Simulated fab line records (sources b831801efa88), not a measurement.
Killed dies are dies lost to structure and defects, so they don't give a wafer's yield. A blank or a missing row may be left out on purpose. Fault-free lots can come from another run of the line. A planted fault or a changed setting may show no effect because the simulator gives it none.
fab line records	flow sky130
[record] lots = 5	wafers = 15	lastDay = 48
route steps=708 shown VIA2@524 METAL3@532 CAPM@537 PAD_OPEN@708
lots with no fault: from the same line, run without faults
startH: hours from the record's opening day to when the first of the lot's shown wafers began	waitH: hours elapsed since this lot's preceding step	" unchanged from the row above	L1.1+2: a single row standing in for several wafers	- no value present, or no start provided	* or withheld: withheld	< > ~ a bound
route shown NAME@n: NAME is a module with steps in the file, n the number in the route of the first one	usual: the fault-free wafers' mean and standard deviation	same: alike in all rows	chamber/n: place in a boat	sites: per-site readings	_std_site: the standard deviation of these	_edge_site: inner sites' mean taken away from outer sites' mean	radiusMm: how far each site lies from the wafer's centre	mask NAME#n: copy n	behind: tool/chamber where the wafer was last shaped	hold: why the lot went on hold/how many hours it stayed there/how the hold came to an end	device: the transistor (n, p or np) that didn't switch	end of line: tests run on the same wafers once the route is complete	for a step that has no rows: nothing shown but its recipe	killed: not the wafer's yield, but the dies lost to structure and defects at the first sort	map: a wafer's dies, x killed, . not, _ none there
set.NAME: the run value of the setting; set.NAME@STEP: its run value at that earlier step	model.NAME: the simulator's own value behind a step, which no gauge read
a table for each step, a row for each wafer; lots at some steps of the route
services: from which hour (startH, from the record's first day; less than 0 if before it) a tool's chamber was out of use, for how many hours, and why
[[steps]]
[step SKY_VIA2_STRIP_17]
[recipe] chemistry = postEtchResidueRemover	timeS = 1200	tempC = 72.5
[step SKY_VIA2_CLEAN_18]
[recipe] chemistry = IPA	timeS = 180	tempC = 25
[step SKY_VIA2_CLEAN_19]
[recipe] chemistry = O3/DIW	dry = n2Spin
[step SKY_VIA2_SPUTTER_20]
[recipe] material = TiN	targetThkNm = 20	chamberPressurePa = 5	powerW = 4000	timeS = 80
[step SKY_VIA2_CVD_21]
[recipe] material = W	targetThkNm = 420	timeS = 126.4	tempC = 400	pressureTorr = 40
[usual] heaterPowerW = 801/54
lot.wafer	tool	chamber	startH	waitH	heaterPowerW
L817.2	cvdW-02	1	847.46	0.0	763
L817.3	"	1	"	"	772
L817.5	"	0	"	"	900
L820.1	cvdW-01	0	873.83	0.0	798
L820.2	"	1	"	"	849
L820.5	"	0	"	"	776
L823.1	cvdW-02	1	896.73	0.0	766
L823.2	"	0	"	"	879
L823.4	"	0	"	"	888
L829.2	cvdW-02	1	931.21	0.1	738
L829.5	"	1	"	"	749
L829.6	"	1	"	"	722
L831.1	cvdW-02	1	946.92	0.0	734
L831.2	"	0	"	"	821
L831.6	"	1	"	"	736
[step SKY_VIA2_RS_MEAS_22]
[recipe] thkMeasGauge = four-point-probe	reads = W_of_VIA2_CVD_21+TiN_of_VIA2_SPUTTER_20
[usual] VIA2_W_RS = 0.2745/0.0026
lot.wafer	tool	chamber	startH	waitH	VIA2_W_RS[ohm/sq]
L817.2	filmMetro-01	-	847.61	0.1	0.2702
L817.3	"	-	"	"	0.2707
L817.5	"	-	"	"	0.2717
L820.1	filmMetro-01	-	873.96	0.1	0.2712
L820.2	"	-	"	"	0.2748
L820.5	"	-	"	"	0.2722
L823.1	filmMetro-03	-	896.87	0.1	0.2731
L823.2	"	-	"	"	0.2726
L823.4	"	-	"	"	0.2753
L829.2	filmMetro-01	-	931.45	0.2	0.2709
L829.5	"	-	"	"	0.2709
L829.6	"	-	"	"	0.2758
L831.1	filmMetro-03	-	947.05	0.1	0.2770
L831.2	"	-	"	"	0.2767
L831.6	"	-	"	"	0.2733
[step SKY_VIA2_THK_MEAS_23]
[recipe] thkMeasGauge = xrf	reads = W_of_VIA2_CVD_21
[usual] VIA2_W_THK = 416/5.8
lot.wafer	tool	chamber	startH	waitH	VIA2_W_THK[nm]
L817.2	filmMetro-01	-	847.72	0.1	427
L817.3	"	-	"	"	428
L817.5	"	-	"	"	428
L820.1	filmMetro-01	-	874.08	0.1	423
L820.2	"	-	"	"	418
L820.5	"	-	"	"	422
L823.1	filmMetro-03	-	896.99	0.1	413
L823.2	"	-	"	"	415
L823.4	"	-	"	"	411
L829.2	filmMetro-01	-	931.56	0.1	418
L829.5	"	-	"	"	423
L829.6	"	-	"	"	413
L831.1	filmMetro-03	-	947.17	0.1	411
L831.2	"	-	"	"	408
L831.6	"	-	"	"	415
[step SKY_VIA2_CMP_24]
[recipe] stopOn = SiO2	tOverpolishS = 20	downForcePsi = 3.5	platenRpm = 60	targetThkNm = 0	padVelocityMS = 0.94248
[usual] motorCurrentA = 11.1/1.2	overpolishRunS = 20.001/0.009	timeToEndpointS = 101/3.9
lot.wafer	tool	chamber	startH	waitH	motorCurrentA	overpolishRunS	timeToEndpointS
L817.3	cmp-01	1	847.77	0.0	11.1	19.996	107
L817.2	"	0	"	"	11.4	20.002	103
L817.5	"	1	"	"	10.7	19.994	107
L820.2	cmp-01	1	874.14	0.0	11.1	20.005	100
L820.1	"	2	"	"	10.0	20.018	97
L820.5	"	1	"	"	10.7	19.995	97
L823.2	cmp-01	1	897.10	0.1	10.9	19.984	99
L823.1	"	2	"	"	9.4	19.999	94
L823.4	"	3	"	"	10.7	19.987	100
L829.2	cmp-02	1	931.61	0.0	10.7	19.996	103
L829.6	"	1	"	"	11.1	20.018	98
L829.5	"	2	"	"	11.8	20.005	97
L831.1	cmp-01	1	947.23	0.1	11.0	20.005	102
L831.2	"	3	"	"	9.7	19.991	104
L831.6	"	2	"	"	9.1	20.003	100
[step SKY_METAL3_SPUTTER_00]
[recipe] material = Ti	targetThkNm = 15	powerW = 3000	timeS = 10	chamberPressurePa = 0.4
[usual] cathodeDcPowerW = 3000.1/0.53	throttleValvePct = 30.2/1.2
lot.wafer	tool	chamber	startH	waitH	cathodeDcPowerW	throttleValvePct
L817.2	pvdSputter-04	-	848.07	0.1	2999.1	32.3
L817.3	"	-	"	"	3000.5	28.7
L817.5	"	-	"	"	3000.0	29.7
L820.1	pvdSputter-02	-	874.44	0.2	3000.6	29.3
L820.2	"	-	"	"	3000.4	30.3
L820.5	"	-	"	"	2999.8	31.1
L823.1	pvdSputter-02	-	897.35	0.1	3000.1	30.7
L823.2	"	-	"	"	3000.2	30.6
L823.4	"	-	"	"	3000.1	29.0
L829.2	pvdSputter-02	-	931.91	0.2	2999.6	30.9
L829.5	"	-	"	"	3000.5	31.0
L829.6	"	-	"	"	2999.4	30.2
L831.1	pvdSputter-02	-	947.53	0.2	3000.7	30.6
L831.2	"	-	"	"	3000.0	29.2
L831.6	"	-	"	"	3000.6	29.4
[step SKY_METAL3_SPUTTER_01]
[recipe] material = TiN	targetThkNm = 20	powerW = 6500	timeS = 16.7	chamberPressurePa = 0.4
[step SKY_METAL3_SPUTTER_02]
[recipe] material = AlCu	targetThkNm = 735	powerW = 10600	timeS = 39.1	chamberPressurePa = 0.4
[usual] cathodeDcPowerW = 10600/2.1	throttleValvePct = 30.2/1.2
lot.wafer	tool	chamber	startH	waitH	cathodeDcPowerW	throttleValvePct
L817.2	pvdSputter-04	-	848.11	0.0	10601	32.4
L817.3	"	-	"	"	10601	28.8
L817.5	"	-	"	"	10597	29.6
L820.1	pvdSputter-02	-	874.49	0.0	10603	29.3
L820.2	"	-	"	"	10603	30.6
L820.5	"	-	"	"	10602	30.7
L823.1	pvdSputter-02	-	897.39	0.0	10603	30.7
L823.2	"	-	"	"	10600	30.5
L823.4	"	-	"	"	10601	29.0
L829.2	pvdSputter-02	-	931.95	0.0	10603	31.0
L829.5	"	-	"	"	10600	31.0
L829.6	"	-	"	"	10599	30.4
L831.1	pvdSputter-02	-	947.58	0.0	10597	30.5
L831.2	"	-	"	"	10602	28.6
L831.6	"	-	"	"	10601	29.4
[step SKY_METAL3_SPUTTER_03]
[recipe] material = Ti	targetThkNm = 5	powerW = 3000	timeS = 3.3	chamberPressurePa = 0.4
[step SKY_METAL3_SPUTTER_04]
[recipe] material = TiN	targetThkNm = 70	powerW = 6500	timeS = 58.3	chamberPressurePa = 0.4
[usual] cathodeDcPowerW = 6499.9/1.2	throttleValvePct = 30.2/1.2
lot.wafer	tool	chamber	startH	waitH	cathodeDcPowerW	throttleValvePct	model.TiN_of_METAL3_SPUTTER_04.thkNm
L817.2	pvdSputter-04	-	848.17	0.0	6499.1	32.2	70.56
L817.3	"	-	"	"	6501.4	28.4	70.04
L817.5	"	-	"	"	6499.5	29.8	70.38
L820.1	pvdSputter-02	-	874.55	0.0	6497.7	29.1	70.12
L820.2	"	-	"	"	6500.2	30.6	69.32
L820.5	"	-	"	"	6501.5	30.7	69.34
L823.1	pvdSputter-02	-	897.45	0.0	6499.4	31.1	69.64
L823.2	"	-	"	"	6497.6	30.5	69.28
L823.4	"	-	"	"	6500.9	28.7	68.46
L829.2	pvdSputter-02	-	932.01	0.0	6498.5	30.7	70.06
L829.5	"	-	"	"	6499.2	31.0	70.07
L829.6	"	-	"	"	6502.0	30.6	70.02
L831.1	pvdSputter-02	-	947.64	0.0	6499.9	30.6	70.24
L831.2	"	-	"	"	6499.4	28.9	68.75
L831.6	"	-	"	"	6500.1	29.2	36.07
[step SKY_CAPM_CVD_00]
[recipe] material = SiO2	targetThkNm = 15.5	tempC = 400	timeS = withheld	rfW = 450
[step SKY_CAPM_THK_MEAS_01]
[recipe] reads = SiO2_of_CAPM_CVD_00
[usual] CAPM_CVD_00_THK = 15.63/0.22
lot.wafer	tool	chamber	startH	waitH	CAPM_CVD_00_THK[nm]
L817.2	filmMetro-04	-	848.25	-	15.34
L817.3	"	-	"	"	15.45
L817.5	"	-	"	"	15.80
L820.1	filmMetro-02	-	874.62	-	15.30
L820.2	"	-	"	"	15.45
L820.5	"	-	"	"	15.48
L823.1	filmMetro-01	-	897.52	-	15.51
L823.2	"	-	"	"	15.53
L823.4	"	-	"	"	15.71
L829.2	filmMetro-04	-	932.09	-	15.61
L829.5	"	-	"	"	15.89
L829.6	"	-	"	"	15.49
L831.1	filmMetro-01	-	947.71	-	15.62
L831.2	"	-	"	"	15.38
L831.6	"	-	"	"	15.96
[step SKY_CAPM_SPUTTER_02]
[recipe] material = TiN	targetThkNm = 200	tempC = 300	powerW = 6500	timeS = 166.7	chamberPressurePa = 0.4
[step SKY_CAPM_RS_MEAS_03]
[recipe] thkMeasGauge = four-point-probe	reads = TiN_of_CAPM_SPUTTER_02
[usual] CAPM_TIN_RS = 6.93/0.075
lot.wafer	tool	chamber	startH	waitH	CAPM_TIN_RS[ohm/sq]
L817.2	filmMetro-02	-	848.43	0.1	6.77
L817.3	"	-	"	"	6.74
L817.5	"	-	"	"	6.75
L820.1	filmMetro-04	-	874.80	0.1	6.95
L820.2	"	-	"	"	6.93
L820.5	"	-	"	"	6.94
L823.1	filmMetro-02	-	897.69	0.1	7.06
L823.2	"	-	"	"	7.06
L823.4	"	-	"	"	6.97
L829.2	filmMetro-01	-	932.27	0.1	6.91
L829.5	"	-	"	"	6.88
L829.6	"	-	"	"	6.94
L831.1	filmMetro-02	-	947.88	0.1	6.96
L831.2	"	-	"	"	6.84
L831.6	"	-	"	"	6.88
[step SKY_CAPM_THK_MEAS_04]
[recipe] thkMeasGauge = xrf	reads = TiN_of_CAPM_SPUTTER_02
[usual] CAPM_TIN_THK = 199.1/2.4
lot.wafer	tool	chamber	startH	waitH	CAPM_TIN_THK[nm]
L817.2	filmMetro-02	-	848.54	0.1	203.9
L817.3	"	-	"	"	205.7
L817.5	"	-	"	"	205.0
L820.1	filmMetro-04	-	874.92	0.1	198.9
L820.2	"	-	"	"	198.1
L820.5	"	-	"	"	197.8
L823.1	filmMetro-02	-	897.81	0.1	195.1
L823.2	"	-	"	"	195.2
L823.4	"	-	"	"	198.1
L829.2	filmMetro-01	-	932.38	0.1	201.2
L829.5	"	-	"	"	202.4
L829.6	"	-	"	"	200.0
L831.1	filmMetro-02	-	948.00	0.1	197.9
L831.2	"	-	"	"	200.5
L831.6	"	-	"	"	200.0
[step SKY_CAPM_DEHYDRATE_05]
[recipe] tempC = 200	timeS = 60
[step SKY_CAPM_HMDS_06]
[recipe] primeTimeS = 60	primeTempC = 120
[step SKY_CAPM_COAT_07]
[recipe] resist = NOVOLAK	spinRpm = 3000	resistThkNm = 1140
[step SKY_CAPM_SOFTBAKE_08]
[recipe] tempC = 90	timeS = 60	resist = NOVOLAK
[step SKY_CAPM_EXPOSE_09]
[recipe] maskId = CAPM	na = 0.6	sourceShape = conventional	sigmaOuter = 0.6	polarization = unpolarized	targetCdNm = 1000	doseMj = 159
[step SKY_CAPM_PEB_10]
[recipe] tempC = withheld	timeS = *	resist = NOVOLAK
[step SKY_CAPM_DEVELOP_11]
[recipe] resist = NOVOLAK	developer = TMAH	developTimeS = 60	devTempC = 23
[step SKY_CAPM_OVL_MEAS_12]
[usual] CAPM_OVL = -0.7/1.2
lot.wafer	tool	chamber	startH	waitH	CAPM_OVL[nm]
L817.2	overlay-01	-	874.30	0.1	-1.2
L817.3	"	-	"	"	-1.4
L817.5	"	-	"	"	-0.5
L820.1	overlay-02	-	899.82	0.1	-0.9
L820.2	"	-	"	"	0.0
L820.5	"	-	"	"	1.2
L823.1	overlay-02	-	922.83	0.1	0.2
L823.2	"	-	"	"	-1.5
L823.4	"	-	"	"	-1.1
L829.2	overlay-02	-	956.68	0.1	-0.4
L829.5	"	-	"	"	-0.4
L829.6	"	-	"	"	1.0
L831.1	overlay-02	-	972.04	0.1	-1.0
L831.2	"	-	"	"	-1.9
L831.6	"	-	"	"	0.5
[step SKY_CAPM_METAL_ETCH_13]
[recipe] targetDepthNm = 220	stopOn = SiO2	chemistry = Cl2/BCl3	target = TiN	pressureMtorr = 10	icpW = 900	biasW = 48.5	Cl2_flow_sccm = 60	bcl3FlowSccm = 30	timeS = 62.9
[step SKY_CAPM_STRIP_14]
[recipe] chemistry = O2/N2	powerW = 1400	pressureMtorr = 1500	platenTempC = withheld	o2FlowSccm = 3000	n2FlowSccm = 300	overashFraction = 0.5
[usual] drypumpMotorCurrentA = 5.56/0.19	oesProductAu = 0.710/0.0042	stripTimeToEndpointS = 12.65/0.057
lot.wafer	tool	chamber	startH	waitH	drypumpMotorCurrentA	oesProductAu	rfHoursCounterH	stripTimeToEndpointS
L817.2	plasmaAsher-01	0	874.41	0.1	5.46	0.706	13	12.66
L817.3	"	1	"	"	5.90	0.715	-	12.71
L817.5	"	1	"	"	5.90	0.704	-	12.63
L820.1	plasmaAsher-01	0	899.93	0.1	5.45	0.709	15	12.67
L820.2	"	1	"	"	5.89	0.716	15	12.76
L820.5	"	0	"	"	5.48	0.713	-	12.74
L823.1	plasmaAsher-02	1	922.94	0.1	5.60	0.710	111	12.66
L823.2	"	0	"	"	5.35	0.704	111	12.76
L823.4	"	1	"	"	5.58	0.713	-	12.65
L829.2	plasmaAsher-02	0	956.78	0.1	5.35	0.706	115	12.66
L829.5	"	0	"	"	5.34	0.709	-	12.67
L829.6	"	1	"	"	5.57	0.716	-	12.64
L831.1	plasmaAsher-04	1	972.16	0.1	5.43	0.715	85	12.67
L831.2	"	0	"	"	5.68	0.714	85	12.63
L831.6	"	0	"	"	5.65	0.722	-	12.63
[step SKY_CAPM_STRIP_15]
[recipe] chemistry = postEtchResidueRemover	timeS = 1200	tempC = 72.5
[step SKY_CAPM_CLEAN_16]
[recipe] chemistry = IPA	timeS = 180	tempC = 25
[step SKY_CAPM_CLEAN_17]
[recipe] chemistry = O3/DIW	dry = n2Spin
[step SKY_METAL3_DEHYDRATE_05]
[recipe] tempC = 200	timeS = 60
[step SKY_METAL3_HMDS_06]
[recipe] primeTimeS = 60	primeTempC = 120
[step SKY_METAL3_COAT_07]
[recipe] resist = BARC	tempC = withheld	timeS = withheld	spinRpm = 3000	resistThkNm = 60
[step SKY_METAL3_COAT_08]
[recipe] resist = KrF-thick	spinRpm = 3000	resistThkNm = 1140
[step SKY_METAL3_SOFTBAKE_09]
[recipe] tempC = 100	timeS = 90	resist = KrF-thick
[step SKY_METAL3_EXPOSE_10]
[recipe] maskId = MM3	na = 0.68	sourceShape = annular	sigmaInner = 0.4	sigmaOuter = 0.8	targetCdNm = 300	doseMj = 28
[step SKY_METAL3_PEB_11]
[recipe] pebTempC = withheld	pebTimeS = withheld	resist = KrF-thick
[step SKY_METAL3_DEVELOP_12]
[recipe] developTimeS = 60	resist = KrF-thick	devTempC = 21
[step SKY_METAL3_CD_MEAS_13]
[recipe] targetCdNm = 300
[usual] cdNm = 300.1/1.4
lot.wafer	tool	chamber	startH	waitH	cdNm
L817.2	cdSem-02	-	900.01	-	301.3
L817.3	"	-	"	"	301.1
L817.5	"	-	"	"	300.4
L820.1	cdSem-01	-	925.24	-	301.5
L820.2	"	-	"	"	299.8
L820.5	"	-	"	"	299.0
L823.1	cdSem-02	-	947.64	-	300.8
L823.2	"	-	"	"	301.0
L823.4	"	-	"	"	300.2
L829.2	cdSem-02	-	981.84	-	298.5
L829.5	"	-	"	"	298.8
L829.6	"	-	"	"	298.6
L831.1	cdSem-01	-	996.54	-	300.5
L831.2	"	-	"	"	302.0
L831.6	"	-	"	"	299.5
[step SKY_METAL3_OVL_MEAS_14]
[usual] METAL3_OVL = 3/4.7
lot.wafer	tool	chamber	startH	waitH	METAL3_OVL[nm]
L817.2	overlay-02	-	900.12	0.1	9
L817.3	"	-	"	"	15
L817.5	"	-	"	"	5
L820.1	overlay-01	-	925.36	0.1	-4
L820.2	"	-	"	"	-2
L820.5	"	-	"	"	-2
L823.1	overlay-02	-	947.76	0.1	1
L823.2	"	-	"	"	4
L823.4	"	-	"	"	4
L829.2	overlay-01	-	981.95	0.1	-3
L829.5	"	-	"	"	-13
L829.6	"	-	"	"	-5
L831.1	overlay-01	-	996.66	0.1	-5
L831.2	"	-	"	"	-1
L831.6	"	-	"	"	0
[step SKY_METAL3_DESCUM_15]
[recipe] chemistry = O2	sourcePowerW = 150	biasPowerW = 0	pressureMtorr = 10	tempC = 40	timeS = 8
[step SKY_METAL3_METAL_ETCH_18]
[recipe] targetDepthA = 8450	stopOn = SiO2	overEtchFrac = 0.3	timeS = 183.1	chemistry = Cl2/BCl3	resistSidewallDeg = 88	pressureMtorr = 10	icpW = 900	biasW = 48.5	Cl2_flow_sccm = 60	bcl3FlowSccm = 30
[usual] drypumpMotorCurrentA = 5.6/0.35	oesProductAu = 0.866/0.0064	throttleValvePct = 22.265/0.0093
lot.wafer	tool	chamber	startH	waitH	drypumpMotorCurrentA	oesProductAu	rfHoursCounterH	throttleValvePct
L817.2	rieMetal-02	0	900.30	0.0	5.5	0.869	3	22.286
L817.3	"	1	"	"	5.8	0.868	-	22.260
L817.5	"	1	"	"	5.8	0.876	-	22.262
L820.1	rieMetal-01	0	925.54	0.0	5.6	0.866	11	22.275
L820.2	"	1	"	"	5.4	0.868	5	22.271
L820.5	"	0	"	"	5.6	0.862	-	22.280
L823.1	rieMetal-02	1	947.94	0.0	5.8	0.865	7	22.259
L823.2	"	0	"	"	5.5	0.874	5	22.271
L823.4	"	1	"	"	5.8	0.866	-	22.265
L829.2	rieMetal-03	0	982.13	0.0	5.0	0.869	6	22.279
L829.5	"	0	"	"	5.0	0.869	-	22.249
L829.6	"	1	"	"	6.2	0.855	-	22.270
L831.1	rieMetal-03	0	996.85	0.0	5.0	0.857	7	22.276
L831.2	"	1	"	"	6.1	0.867	21	22.269
L831.6	"	1	"	"	6.1	0.844	-	22.264
[step SKY_PAD_OPEN_PROBE_99]
[usual] defectLimitedYield = 81.9/2	killed_at_M0_to_M3 = 43/6.5	killed_at_M4_up = 3.2/1.8	killedAtContacts = 26/5.2	killedAtFrontEnd = 16/4.8	killedAtOther = 0.3/0.6	killedDies = 89/9.6	killedOpen = 48/7.1	killedShort = 40/6.4	sort_bin_3_pad_short = 0.9/0.37	sort_bin_5_function = 10.7/1.4	sort_bin_6_memory = 6.5/1.2	sortNPass = 403/9.6	sortYieldPct = 81.9/2
[same] grossDies = 492	killedAtBackSide = 0	sort_bin_4_leakage[%] = 0	sort_bin_8_speed[%] = 0
lot.wafer	tool	chamber	startH	waitH	defectLimitedYield[%]	killed_at_M0_to_M3	killed_at_M4_up	killedAtContacts	killedAtFrontEnd	killedAtOther	killedDies	killedOpen	killedShort	sort_bin_3_pad_short[%]	sort_bin_5_function[%]	sort_bin_6_memory[%]	sortNPass	sortYieldPct[%]	model.etest.via3Chain.rcOhm
L817.2	prober-02	-	1074.58	0.1	83.5	38	0	32	11	0	81	41	40	0.6	9.6	6.3	411	83.5	9.506
L817.3	prober-02	-	1074.63	0.2	84.3	36	1	26	14	0	77	41	36	0.8	9.3	5.5	415	84.3	10.13
L817.5	prober-02	-	1074.73	0.2	83.5	44	4	19	14	0	81	44	37	0.8	10.2	5.5	411	83.5	9.586
L820.1	prober-02	-	1096.48	0.1	82.9	41	6	24	13	0	84	42	42	0.6	10.2	6.3	408	82.9	9.28
L820.2	prober-02	-	1096.53	0.1	82.1	43	2	26	17	0	88	48	39	1.0	11.4	5.5	404	82.1	9.624
L820.5	prober-02	-	1096.68	0.2	83.5	35	3	20	23	0	81	48	33	1.0	9.3	6.1	411	83.5	9.368
L823.1	prober-02	-	1115.99	0.1	86.4	32	3	22	10	0	67	38	29	0.8	8.7	4.1	425	86.4	9.102
L823.2	prober-02	-	1116.04	0.1	79.7	48	4	24	24	0	100	50	50	1.4	9.8	9.1	392	79.7	9.495
L823.4	prober-02	-	1116.14	0.2	84.6	47	0	18	11	0	76	35	41	1.2	7.7	6.5	416	84.6	8.544
L829.2	prober-01	-	1143.10	0.1	84.8	40	2	24	9	0	75	45	30	0.2	9.1	5.9	417	84.8	8.955
L829.5	prober-01	-	1143.25	0.2	84.1	49	1	16	11	1	78	35	43	0.2	9.3	6.3	414	84.1	9.602
L829.6	prober-01	-	1143.30	0.2	80.5	34	0	34	28	0	96	62	34	0.4	11.8	7.3	396	80.5	9.849
L831.1	prober-01	-	1154.06	0.1	83.5	33	4	26	16	2	81	45	35	0.6	9.6	6.3	411	83.5	9.08
L831.2	prober-01	-	1154.11	0.1	84.1	28	5	33	12	0	78	39	36	0	10.2	5.7	414	84.1	10.06
L831.6	prober-01	-	1154.31	0.2	81.3	45	5	31	11	0	92	52	40	1.2	11.6	5.9	400	81.3	8.618
// killed by level:class
L817.2 LI_CONTACT:geometricParticle:open=12 CONTACT:geometricParticle:open=9 METAL1:geometricParticle:short=8 METAL2:geometricParticle:short=7 CONTACT:geometricParticle:short=5 VIA3:geometricParticle:open=5 FIELD_ISO:geometricParticle:short=4 VIA2:geometricParticle:open=4
L817.3 VIA3:geometricParticle:open=8 CONTACT:geometricParticle:short=8 CONTACT:geometricParticle:open=7 VIA2:geometricParticle:open=7 FIELD_ISO:geometricParticle:short=6 LI_CONTACT:geometricParticle:open=6 FIELD_ISO:geometricParticle:open=5 METAL1:geometricParticle:short=5
L817.5 VIA1:geometricParticle:open=10 VIA2:geometricParticle:open=10 CONTACT:geometricParticle:open=6 VIA3:geometricParticle:open=6 POLY_GATE:geometricParticle:short=5 CONTACT:geometricParticle:short=5 FIELD_ISO:geometricParticle:open=4 FIELD_ISO:geometricParticle:short=4
L820.1 CONTACT:geometricParticle:open=11 METAL2:geometricParticle:short=9 METAL1:geometricParticle:short=8 VIA3:geometricParticle:open=7 METAL4:geometricParticle:short=6 VIA1:geometricParticle:open=6 LI_CONTACT:geometricParticle:open=5 VIA2:geometricParticle:open=5
L820.2 VIA1:geometricParticle:open=16 CONTACT:geometricParticle:open=9 VIA2:geometricParticle:open=8 CONTACT:geometricParticle:short=8 FIELD_ISO:geometricParticle:short=5 FIELD_ISO:geometricParticle:open=5 METAL1:geometricParticle:short=5 POLY_GATE:geometricParticle:short=4
L820.5 VIA1:geometricParticle:open=11 CONTACT:geometricParticle:open=9 FIELD_ISO:geometricParticle:open=7 POLY_GATE:geometricParticle:short=7 LI_CONTACT:geometricParticle:open=6 METAL1:geometricParticle:short=5 VIA2:geometricParticle:open=5 VIA2:geometricParticle:short=4
L823.1 VIA1:geometricParticle:open=13 CONTACT:geometricParticle:open=10 VIA1:geometricParticle:short=5 LI_CONTACT:geometricParticle:open=4 METAL2:geometricParticle:short=4 FIELD_ISO:geometricParticle:open=3 LI_CONTACT:geometricParticle:short=3 CONTACT:geometricParticle:short=3
L823.2 VIA1:geometricParticle:open=9 VIA2:geometricParticle:open=8 VIA3:geometricParticle:open=8 VIA2:geometricParticle:short=7 METAL2:geometricParticle:short=7 FIELD_ISO:geometricParticle:open=6 POLY_GATE:geometricParticle:short=6 CONTACT:geometricParticle:open=6
L823.4 VIA2:geometricParticle:open=10 LI_CONTACT:geometricParticle:short=7 VIA2:geometricParticle:short=6 CONTACT:geometricParticle:open=6 VIA1:geometricParticle:open=6 METAL2:geometricParticle:short=6 VIA1:geometricParticle:short=5 METAL3:geometricParticle:short=4
L829.2 CONTACT:geometricParticle:open=9 VIA3:geometricParticle:open=9 LI_CONTACT:geometricParticle:open=6 VIA1:geometricParticle:open=5 POLY_GATE:geometricParticle:short=4 VIA2:geometricParticle:open=4 CONTACT:geometricParticle:short=4 METAL2:geometricParticle:open=3
L829.5 VIA1:geometricParticle:open=10 METAL1:geometricParticle:short=8 FIELD_ISO:geometricParticle:short=6 CONTACT:geometricParticle:open=6 VIA2:geometricParticle:open=6 VIA2:geometricParticle:short=6 METAL2:geometricParticle:short=5 METAL3:geometricParticle:short=5
L829.6 VIA2:geometricParticle:open=13 FIELD_ISO:geometricParticle:short=9 VIA1:geometricParticle:open=9 LI_CONTACT:geometricParticle:open=9 CONTACT:geometricParticle:open=9 FIELD_ISO:geometricParticle:open=7 VIA3:geometricParticle:open=6 LOCAL_INTERCONNECT:geometricParticle:short=5
L831.1 LI_CONTACT:geometricParticle:open=13 VIA1:geometricParticle:open=7 CONTACT:geometricParticle:open=6 POLY_GATE:geometricParticle:open=5 VIA1:geometricParticle:short=5 VIA3:geometricParticle:open=4 METAL1:geometricParticle:short=4 FIELD_ISO:geometricParticle:short=3
L831.2 LI_CONTACT:geometricParticle:open=12 CONTACT:geometricParticle:short=9 CONTACT:geometricParticle:open=7 VIA3:geometricParticle:short=6 FIELD_ISO:geometricParticle:open=4 VIA1:geometricParticle:open=4 VIA1:geometricParticle:short=4 METAL2:geometricParticle:short=4
L831.6 VIA1:geometricParticle:open=17 CONTACT:geometricParticle:open=10 LI_CONTACT:geometricParticle:open=7 VIA2:geometricParticle:open=6 LI_CONTACT:geometricParticle:short=5 CONTACT:geometricParticle:short=5 METAL1:geometricParticle:short=4 VIA2:geometricParticle:short=4
[[services]]
tool	chamber	startH	hours	kind
pvdSputter-02	-	825.97	2.5	repair
rieMetal-03	0	828.26	-	clean
rieMetal-03	0	828.26	20.5	scheduledDown
rieMetal-03	0	828.26	20.5	ventCycle
rieMetal-02	0	833.39	-	clean
rieMetal-02	0	833.39	18.3	scheduledDown
pvdSputter-04	-	857.11	7.0	repair
pvdSputter-02	-	866.86	5.3	repair
cvdW-01	1	887.48	15.9	repair
plasmaAsher-04	-	901.04	14.6	pm
rieMetal-01	-	901.46	0.3	repair
cvdW-02	-	904.00	14.0	pm
cvdW-02	0	904.00	14.0	ventCycle
cvdW-02	1	904.00	14.0	ventCycle
cmp-02	-	912.02	4.0	pm
cmp-02	-	917.17	0.5	repair
cvdW-02	0	918.00	-	clean
cvdW-02	1	918.00	-	clean
cvdW-02	0	925.85	10.8	repair
plasmaAsher-01	-	930.95	2.0	repair
pvdSputter-04	-	938.77	1.9	repair
cmp-02	-	941.99	5.3	pm
cmp-01	-	966.31	6.5	pm
cmp-02	-	973.02	6.3	pm
[[key]]
[firstSign] step = SKY_METAL3_METAL_ETCH_18	reading = oesProductAu	direction = down	sigmas = 3.3	usual = 0.866	struck = 0.844
effect none on later readings
[modelEffect] step = SKY_METAL3_SPUTTER_04	value = TiN_of_METAL3_SPUTTER_04.thkNm	without = 69.92	struck = 36.07
[modelEffect] step = SKY_PAD_OPEN_PROBE_99	value = etest.via3Chain.rcOhm	without = 9.567	struck = 8.618
metAt SKY_METAL3_SPUTTER_04
struckWafers L831.6
onsetBetween 932.01 947.64
[fault] kind = processParameterDrift	tool = pvdSputter-02	chamber = -	onsetH = 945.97	steps = SKY_METAL3_SPUTTER_04	channel = targetThkNm	offset = -33.851	shape = step	endH = 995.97	scope = struckWafersOnly	actsIn = theseRecipesOnly	stated = 70
